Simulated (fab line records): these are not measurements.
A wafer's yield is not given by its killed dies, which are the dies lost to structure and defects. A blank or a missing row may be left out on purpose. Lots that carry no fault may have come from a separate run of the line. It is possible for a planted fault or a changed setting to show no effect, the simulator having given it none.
The tool behind it: which one? -- flow sky130 -- 6 lots, 17 wafers sampled, at 2 steps of a route of 708

== WHAT EACH GAUGE READ, for each wafer ==
SKY_CAPM_THK_MEAS_01.
lot,measured,on,CAPM_CVD_00_THK (nm)
L758,day 38 03:45,film metro-01,15.09 15.55 15.52
L760,day 38 08:46,film metro-02,15.53 15.42 15.56
L762,day 38 17:05,film metro-02,15.16 15.69 15.64
L768,day 40 15:53,film metro-02,15.53 15.83 15.85
L773,day 42 06:19,film metro-01,15.30 24.97
L776,day 42 17:35,film metro-01,15.44 15.53 15.47

== EACH LOT AND THE TOOL THAT RAN IT (in order: tool; ch and the chambers of the sampled wafers; start) ==
lot,SKY_CAPM_CVD_00
L758,"pecvd-02 ch 0,2, day 38 03:43"
L760,"pecvd-02 ch 1,2, day 38 08:43"
L762,"pecvd-02 ch 0,1, day 38 17:04"
L768,"pecvd-04 ch 0,1,2, day 40 15:51"
L773,"pecvd-02 ch 1, day 42 06:17"
L776,"pecvd-03 ch 0,1,2, day 42 17:34"
- SKY_CAPM_CVD_00: deposits SiO2, target thk 15.5 nm.

== THE ANSWER, worked out from the rows above alone ==
Rule: the usual values come from the lots themselves. Put in order of their means at a reading, lots are off if they are a third of the lots or fewer, leave a main group of 4 or more, and stand apart from it by a gap of 3 or more times the standard deviation of the main group's means; of several such gaps the widest counts. A main group whose means are all the same, to the digits that the tables above print for the reading, isn't used. A lot without any number at a reading at which 4 lots or more have one is off too. All remaining lots with rows at the step are treated as sound.
Off: L773, seen at SKY_CAPM_THK_MEAS_01 (CAPM_CVD_00_THK). Mean 15.52 nm and standard deviation 0.12 in the main group.
A tool fits if, at a process step before that reading, it ran every lot that is off, and no sound lot after the first of them. Those tools and the gauges at SKY_CAPM_THK_MEAS_01 are tried in the same way. One fits: pecvd-02 at SKY_CAPM_CVD_00. A fault onset in the window from L762 (day 38 17:04, its last sound lot) to L773 (day 42 06:17, its first lot off) fits.

== WHAT WAS PUT IN BY THE SIMULATOR ==
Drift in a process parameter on pecvd-02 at SKY_CAPM_CVD_00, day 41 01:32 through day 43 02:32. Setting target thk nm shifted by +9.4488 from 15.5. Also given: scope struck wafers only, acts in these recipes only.
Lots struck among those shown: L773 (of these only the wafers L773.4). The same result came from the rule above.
